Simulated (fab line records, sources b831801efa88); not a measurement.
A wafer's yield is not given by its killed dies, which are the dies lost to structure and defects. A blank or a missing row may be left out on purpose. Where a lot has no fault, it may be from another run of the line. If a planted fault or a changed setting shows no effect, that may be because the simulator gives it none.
fab line records	flow sky130
[record] lots = 11	wafers = 33	last_day = 50
route steps=708 shown FIELD_ISO@16 POLY_GATE@230 LDD_P@259 LDD_HVN@277 SD_P@327 PAD_OPEN@708
lots untouched by any fault: they come from a run of this same line in which no faults occurred
start_h: hours from the record's opening day to when the first of the lot's shown wafers began	wait_h: hours from the lot's prior step to this one	" repeats the value in the row above	L1.1+2: a single row standing in for several wafers	- no value, or no start was given	* or withheld: withheld	< > ~ a bound
route shown NAME@n: names a module that has steps shown in the file, with the first one's number in the route	usual: average and standard deviation across the fault-free wafers	same: alike in all rows	chamber/n: place in a boat	sites: per-site readings	_std_site: their standard deviation	_edge_site: outer sites' mean less inner sites'	radius_mm: how far each site lies from the wafer's centre	mask NAME#n: copy n	behind: tool/chamber where the wafer was last shaped	hold: the reason the lot was held/the length of the hold in hours/how it ended	device: names the non-switching transistor (n, p or np)	end of line: the route-end tests of the same wafers	a step given without rows: its recipe and nothing more	killed: the dies lost at the first sort to structure and to defects; this is not the yield of the wafer	map: dies across one wafer; x = killed, . = not, _ = none there
set.NAME: the setting as run; set.NAME@STEP: as run at that earlier step	model.NAME: the simulator's own value behind a step, which no gauge read
steps of the route over a sample of lots; a table a step, a row a wafer
services: when a tool's chamber went out of use (start_h, in hours from the record's first day, below 0 if earlier), for how many hours, and the reason
[[steps]]
[step SKY_FIELD_ISO_ETCH_15]
[recipe] chemistry = CHF3/O2	target_depth_nm = 180	stop_on = Si	source_w = 600	bias_w = 200	pressure_mtorr = 40	chf3_flow_sccm = 50	O2_flow_sccm = 5	time_s = 72
[usual] drypump_motor_current_A = 5.9/0.42	oes_product_au = 0.947/0.0069	throttle_valve_pct = 8.845/0.0095
lot.wafer	tool	chamber	start_h	wait_h	drypump_motor_current_A	oes_product_au	rf_hours_counter_h	throttle_valve_pct
L223.1	rie_diel-04	0	30.32	0.0	6.5	0.942	100	8.850
L223.2	"	1	"	"	5.9	0.952	140	8.871
L223.5	"	3	"	"	6.3	0.945	-	8.836
L226.2	rie_diel-04	2	46.03	0.0	6.4	0.943	167	8.846
L226.5	"	3	"	"	6.3	0.941	-	8.839
L226.6	"	0	"	"	6.5	0.938	-	8.823
L228.1	rie_diel-02	0	55.72	0.0	6.0	0.942	163	8.865
L228.2	"	1	"	"	5.7	0.945	171	8.840
L228.4	"	2	"	"	5.5	0.945	152	8.848
L230.2	rie_diel-01	3	69.79	0.0	4.7	0.947	160	8.847
L230.3	"	0	"	"	5.5	0.946	86	8.850
L230.6	"	1	"	"	6.0	0.950	-	8.846
L232.3	rie_diel-01	3	79.47	0.0	4.7	0.939	160	8.844
L232.4	"	2	"	"	6.2	0.954	117	8.859
L232.6	"	3	"	"	4.7	0.941	-	8.838
L233.1	rie_diel-02	2	82.24	0.0	5.6	0.952	152	8.855
L233.3	"	0	"	"	6.0	0.961	163	8.850
L233.5	"	0	"	"	6.0	0.957	-	8.863
L235.1	rie_diel-02	2	92.57	0.0	5.6	0.946	153	8.842
L235.2	"	0	"	"	6.0	0.957	163	8.844
L235.6	"	0	"	"	6.0	0.954	-	8.846
L237.4	rie_diel-04	1	106.85	0.0	5.9	0.941	-	8.833
L237.5	"	3	"	"	6.3	0.945	-	8.836
L237.6	"	0	"	"	6.6	0.940	-	8.849
L238.1	rie_diel-04	1	110.07	0.0	5.9	0.957	141	8.839
L238.3	"	0	"	"	6.5	0.954	101	8.851
L238.6	"	0	"	"	6.5	0.950	-	8.838
L239.3	rie_diel-01	1	111.57	0.0	6.0	0.935	60	8.842
L239.4	"	0	"	"	5.5	0.946	87	8.848
L239.5	"	1	"	"	6.0	0.943	-	8.847
L246.2	rie_diel-02	3	154.67	0.0	6.0	0.950	66	8.829
L246.3	"	0	"	"	6.0	0.948	0	8.845
L246.5	"	1	"	"	5.7	0.944	-	8.839
[step SKY_POLY_GATE_ETCH_16]
[recipe] stop_on = poly-Si	chemistry = CH3F/O2	target = Si3N4	source_w = 400	bias_w = 80	pressure_mtorr = 25	ch3f_flow_sccm = 40	O2_flow_sccm = 30	time_s = 147.5	target_depth_a = 750
[usual] drypump_motor_current_A = 5.8/0.41	oes_product_au = 0.641/0.0051	throttle_valve_pct = 10.537/0.0092
lot.wafer	tool	chamber	start_h	wait_h	drypump_motor_current_A	oes_product_au	rf_hours_counter_h	throttle_valve_pct
L223.1	rie_diel-02	3	359.90	0.0	6.1	0.640	70	10.530
L223.2	"	1	"	"	5.7	0.638	6	10.542
L223.5	"	3	"	"	6.0	0.637	-	10.550
L226.2	rie_diel-02	2	391.00	0.0	5.5	0.638	4	10.540
L226.5	"	0	"	"	6.0	0.642	-	10.554
L226.6	"	1	"	"	5.7	0.641	-	10.528
L228.1	rie_diel-03	0	411.95	0.0	6.2	0.644	12	10.530
L228.2	"	1	"	"	6.0	0.647	16	10.551
L228.4	"	2	"	"	5.9	0.633	22	10.535
L230.2	rie_diel-01	1	437.59	0.0	6.0	0.632	67	10.542
L230.3	"	0	"	"	5.5	0.637	95	10.520
L230.6	"	0	"	"	5.5	0.636	-	10.530
L232.3	rie_diel-02	2	450.30	0.0	5.5	0.641	5	10.531
L232.4	"	3	"	"	6.1	0.648	72	10.529
L232.6	"	0	"	"	6.0	0.639	-	10.527
L233.1	rie_diel-01	2	459.20	0.0	6.3	0.636	2	10.536
L233.3	"	3	"	"	4.7	0.649	7	10.535
L233.5	"	3	"	"	4.7	0.643	-	10.541
L235.1	rie_diel-01	2	473.39	0.0	6.2	0.646	2	10.550
L235.2	"	3	"	"	4.7	0.644	7	10.526
L235.6	"	0	"	"	5.5	0.638	-	10.549
L237.4	rie_diel-02	2	496.89	0.0	5.6	0.645	6	10.537
L237.5	"	1	"	"	5.7	0.639	-	10.545
L237.6	"	0	"	"	6.0	0.637	-	10.539
L238.1	rie_diel-02	0	512.94	0.0	6.0	0.639	8	10.536
L238.3	"	3	"	"	6.1	0.634	73	10.531
L238.6	"	1	"	"	5.7	0.639	-	10.529
L239.3	rie_diel-01	0	514.24	0.0	5.5	0.650	0	10.530
L239.4	"	2	"	"	6.2	0.645	3	10.518
L239.5	"	1	"	"	6.0	0.648	-	10.526
L246.2	rie_diel-02	2	583.55	0.0	5.6	0.644	7	10.540
L246.3	"	0	"	"	6.0	0.649	9	10.538
L246.5	"	2	"	"	5.6	0.651	-	10.537
[step SKY_LDD_P_EXPOSE_04]
[recipe] mask_id = PSDM	na = 0.6	source_shape = conventional	sigma_outer = 0.6	polarization = unpolarized	target_cd_nm = 380	dose_mj = 138
lot.wafer	tool	chamber	start_h	wait_h	mask
L223.1+2+5	iline_stepper-01	0	409.16	-	PSDM#0
L226.2+5+6	iline_stepper-02	0	440.92	-	PSDM#0
L228.1+2+4	iline_stepper-02	0	462.64	-	PSDM#0
L230.2+3+6	iline_stepper-02	0	487.90	-	PSDM#0
L232.3+4+6	iline_stepper-02	0	499.52	-	PSDM#0
L233.1+3+5	iline_stepper-02	0	508.58	-	PSDM#0
L235.1+2+6	iline_stepper-02	0	522.33	-	PSDM#0
L237.4+5+6	iline_stepper-02	0	546.21	-	PSDM#0
L238.1+3+6	iline_stepper-02	0	561.72	-	HVNTM#0
L239.3+4+5	iline_stepper-02	0	562.55	-	PSDM#0
L246.2+3+5	iline_stepper-02	0	630.45	-	PSDM#0
[step SKY_LDD_P_CD_MEAS_07]
[recipe] target_cd_nm = 380
[usual] cd_nm = 380.0/2.3
lot.wafer	tool	chamber	start_h	wait_h	cd_nm
L223.1	cd_sem-01	-	423.46	0.1	375.9
L223.2	"	-	"	"	380.3
L223.5	"	-	"	"	378.9
L226.2	cd_sem-02	-	455.98	0.1	377.8
L226.5	"	-	"	"	377.8
L226.6	"	-	"	"	377.9
L228.1	cd_sem-01	-	478.01	0.1	380.0
L228.2	"	-	"	"	380.8
L228.4	"	-	"	"	381.0
L230.2	cd_sem-02	-	502.42	0.1	378.7
L230.3	"	-	"	"	378.2
L230.6	"	-	"	"	378.7
L232.3	cd_sem-01	-	514.67	0.1	381.8
L232.4	"	-	"	"	382.6
L232.6	"	-	"	"	382.3
L233.1	cd_sem-02	-	523.25	0.1	378.0
L233.3	"	-	"	"	376.5
L233.5	"	-	"	"	378.1
L235.1	cd_sem-01	-	536.95	0.1	377.6
L235.2	"	-	"	"	378.3
L235.6	"	-	"	"	380.0
L237.4	cd_sem-02	-	560.94	0.1	379.2
L237.5	"	-	"	"	380.9
L237.6	"	-	"	"	378.9
L238.1	cd_sem-02	-	576.65	0.1	-
L238.3	"	-	"	"	-
L238.6	"	-	"	"	-
L239.3	cd_sem-02	-	577.45	0.1	375.7
L239.4	"	-	"	"	374.1
L239.5	"	-	"	"	373.4
L246.2	cd_sem-02	-	644.35	0.1	383.7
L246.3	"	-	"	"	380.9
L246.5	"	-	"	"	384.1
[step SKY_LDD_P_TW_MEAS_11]
[usual] LDD_P_TW = 641/7.8
lot.wafer	tool	chamber	start_h	wait_h	LDD_P_TW
L223.1	film_metro-01	-	423.87	0.1	651
L223.2	"	-	"	"	651
L223.5	"	-	"	"	649
L226.2	film_metro-04	-	456.37	0.1	638
L226.5	"	-	"	"	637
L226.6	"	-	"	"	637
L228.1	film_metro-03	-	478.42	0.1	635
L228.2	"	-	"	"	634
L228.4	"	-	"	"	635
L230.2	film_metro-04	-	502.82	0.1	641
L230.3	"	-	"	"	637
L230.6	"	-	"	"	637
L232.3	film_metro-01	-	515.05	0.1	651
L232.4	"	-	"	"	652
L232.6	"	-	"	"	648
L233.1	film_metro-03	-	523.66	0.1	636
L233.3	"	-	"	"	633
L233.5	"	-	"	"	632
L235.1	film_metro-04	-	537.36	0.1	634
L235.2	"	-	"	"	634
L235.6	"	-	"	"	631
L237.4	film_metro-03	-	561.31	0.1	632
L237.5	"	-	"	"	631
L237.6	"	-	"	"	636
L238.1	film_metro-04	-	577.06	0.1	30
L238.3	"	-	"	"	30
L238.6	"	-	"	"	30
L239.3	film_metro-04	-	577.84	0.1	637
L239.4	"	-	"	"	635
L239.5	"	-	"	"	636
L246.2	film_metro-01	-	644.74	0.1	652
L246.3	"	-	"	"	644
L246.5	"	-	"	"	651
[step SKY_LDD_HVN_TW_MEAS_10]
[usual] LDD_HVN_TW = 1456/13
lot.wafer	tool	chamber	start_h	wait_h	LDD_HVN_TW
L223.1	film_metro-01	-	455.55	0.1	1473
L223.2	"	-	"	"	1473
L223.5	"	-	"	"	1474
L226.2	film_metro-01	-	488.10	0.1	1466
L226.5	"	-	"	"	1460
L226.6	"	-	"	"	1470
L228.1	film_metro-01	-	509.30	0.1	1467
L228.2	"	-	"	"	1467
L228.4	"	-	"	"	1471
L230.2	film_metro-02	-	533.72	0.1	1451
L230.3	"	-	"	"	1455
L230.6	"	-	"	"	1452
L232.3	film_metro-04	-	545.73	0.1	1429
L232.4	"	-	"	"	1423
L232.6	"	-	"	"	1428
L233.1	film_metro-02	-	553.64	0.1	1459
L233.3	"	-	"	"	1452
L233.5	"	-	"	"	1449
L235.1	film_metro-02	-	567.06	0.1	1459
L235.2	"	-	"	"	1448
L235.6	"	-	"	"	1449
L237.4	film_metro-04	-	591.03	0.1	1444
L237.5	"	-	"	"	1445
L237.6	"	-	"	"	1442
L238.1	film_metro-01	-	606.92	0.1	1498
L238.3	"	-	"	"	1504
L238.6	"	-	"	"	1497
L239.3	film_metro-01	-	607.82	0.1	1471
L239.4	"	-	"	"	1468
L239.5	"	-	"	"	1468
L246.2	film_metro-01	-	673.42	0.1	1463
L246.3	"	-	"	"	1461
L246.5	"	-	"	"	1466
[step SKY_SD_P_CD_MEAS_07]
[recipe] target_cd_nm = 380
[usual] cd_nm = 380.6/2.3
lot.wafer	tool	chamber	start_h	wait_h	cd_nm
L223.1	cd_sem-02	-	579.95	0.1	380.6
L223.2	"	-	"	"	380.6
L223.5	"	-	"	"	377.0
L226.2	cd_sem-02	-	610.62	0.1	383.4
L226.5	"	-	"	"	384.3
L226.6	"	-	"	"	379.3
L228.1	cd_sem-02	-	631.33	0.1	380.9
L228.2	"	-	"	"	381.8
L228.4	"	-	"	"	381.8
L230.2	cd_sem-02	-	653.22	0.1	379.6
L230.3	"	-	"	"	382.4
L230.6	"	-	"	"	380.2
L232.3	cd_sem-02	-	663.02	0.1	378.3
L232.4	"	-	"	"	382.2
L232.6	"	-	"	"	380.7
L233.1	cd_sem-01	-	671.95	0.1	381.7
L233.3	"	-	"	"	380.9
L233.5	"	-	"	"	383.2
L235.1	cd_sem-02	-	684.61	0.1	382.2
L235.2	"	-	"	"	382.3
L235.6	"	-	"	"	382.7
L237.4	cd_sem-02	-	706.36	0.1	381.4
L237.5	"	-	"	"	381.7
L237.6	"	-	"	"	382.3
L238.1	cd_sem-01	-	721.60	0.1	381.9
L238.3	"	-	"	"	382.6
L238.6	"	-	"	"	380.5
L239.3	cd_sem-02	-	724.17	0.1	378.9
L239.4	"	-	"	"	376.8
L239.5	"	-	"	"	377.6
L246.2	cd_sem-02	-	785.33	0.1	379.3
L246.3	"	-	"	"	380.1
L246.5	"	-	"	"	380.9
[step SKY_PAD_OPEN_PROBE_99]
[usual] killed_at_M0_to_M3 = 42/6.6	killed_at_M4_up = 3.1/1.9	killed_at_contacts = 24/5.6	killed_at_front_end = 15/4.8	killed_at_other = 0.3/0.48	killed_dies = 84/10	killed_on_rim = 16/3.9	killed_open = 47/6.8	killed_short = 37/6.8
[same] gross_dies = 492	killed_at_back_side = 0
lot.wafer	tool	chamber	start_h	wait_h	killed_at_M0_to_M3	killed_at_M4_up	killed_at_contacts	killed_at_front_end	killed_at_other	killed_dies	killed_on_rim	killed_open	killed_short
L238.1	prober-02	-	1168.12	0.1	35	5	13	439	0	492	96	47	18
L238.3	prober-02	-	1168.22	0.2	48	2	20	422	0	492	96	41	49
L238.6	prober-02	-	1168.37	0.2	51	3	6	431	1	492	96	40	37
L239.4	prober-01	-	1168.64	0.2	49	3	18	12	0	82	14	44	38
// killed by level:class
L238.1 LDD_P:area_expose=427 VIA1:geometric_particle:open=10 VIA3:geometric_particle:open=8 CONTACT:geometric_particle:open=5 FIELD_ISO:geometric_particle:open=4 POLY_GATE:geometric_particle:open=4 METAL2:geometric_particle:short=4 SPACER:geometric_particle:open=3
L238.3 LDD_P:area_expose=402 VIA1:geometric_particle:open=10 FIELD_ISO:geometric_particle:open=8 CONTACT:geometric_particle:open=8 METAL2:geometric_particle:short=7 FIELD_ISO:geometric_particle:short=6 METAL1:geometric_particle:short=6 VIA1:geometric_particle:short=6
L238.6 LDD_P:area_expose=415 VIA1:geometric_particle:open=13 VIA1:geometric_particle:short=7 METAL2:geometric_particle:short=7 METAL1:geometric_particle:short=6 VIA3:geometric_particle:short=6 VIA2:geometric_particle:open=5 SPACER:geometric_particle:short=5
L239.4 CONTACT:geometric_particle:open=10 VIA1:geometric_particle:open=8 VIA1:geometric_particle:short=8 METAL1:geometric_particle:short=7 METAL2:geometric_particle:short=7 VIA2:geometric_particle:open=6 LI_CONTACT:geometric_particle:open=4 VIA2:geometric_particle:short=4
[[services]]
tool	chamber	start_h	hours	kind
iline_stepper-02	-	6.55	3.9	repair
rie_diel-01	2	14.41	3.8	repair
iline_stepper-02	-	21.50	1.7	pm
rie_diel-02	-	38.18	2.8	pm
iline_stepper-02	-	42.32	7.8	repair
rie_diel-01	3	91.29	13.2	repair
rie_diel-01	1	131.35	9.8	repair
rie_diel-02	-	144.53	4.3	pm
iline_stepper-02	-	151.58	0.9	repair
rie_diel-02	0	163.50	16.7	repair
rie_diel-02	2	199.00	1.3	repair
rie_diel-01	3	227.72	13.0	repair
iline_stepper-02	-	239.68	1.7	pm
rie_diel-01	1	244.20	8.2	repair
rie_diel-02	-	256.95	2.4	repair
rie_diel-02	1	323.25	6.7	repair
rie_diel-02	2	326.12	8.4	repair
iline_stepper-02	-	346.76	4.2	repair
iline_stepper-02	-	354.29	2.1	pm
iline_stepper-02	-	356.32	4.3	repair
rie_diel-02	0	405.60	5.3	repair
iline_stepper-02	-	457.86	1.7	pm
rie_diel-02	2	505.25	12.8	repair
rie_diel-02	-	578.66	1.0	repair
[[key]]
[first_sign] step = SKY_LDD_P_EXPOSE_04	reading = mask	direction = changed
[effect] step = SKY_LDD_P_CD_MEAS_07	reading = cd_nm	direction = missing
[effect] step = SKY_LDD_P_TW_MEAS_11	reading = LDD_P_TW	direction = down	sigmas = 78	usual = 641	struck = 30
[effect] step = SKY_LDD_HVN_TW_MEAS_10	reading = LDD_HVN_TW	direction = up	sigmas = 3.3	usual = 1456	struck = 1500
[effect] step = SKY_PAD_OPEN_PROBE_99	reading = killed_at_front_end	direction = up	sigmas = 87	usual = 15	struck = 431
[more_kills_born_at] SKY_LDD_P_EXPOSE_04@iline_stepper-02 = 1244
met_at SKY_LDD_P_EXPOSE_04
struck_lots L238
tester_left_out L238
not_acting_at SKY_FIELD_ISO_ETCH_15,SKY_POLY_GATE_ETCH_16,SKY_SD_P_CD_MEAS_07
onset_between 546.21 561.72
[fault] kind = wrong_mask	tool = any	chamber = -	onset_h = 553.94	steps = SKY_LDD_P_EXPOSE_04	aux_copy = HVNTM#0	scope = struck_lots_only
// tester_left_out: of these lots the tester's yield and bins aren't shown, on N5 and GAA mostly nor the transistor test; their killed dies are dies lost to structure and defects alone, not to doping, threshold or leakage, so they don't give the yield
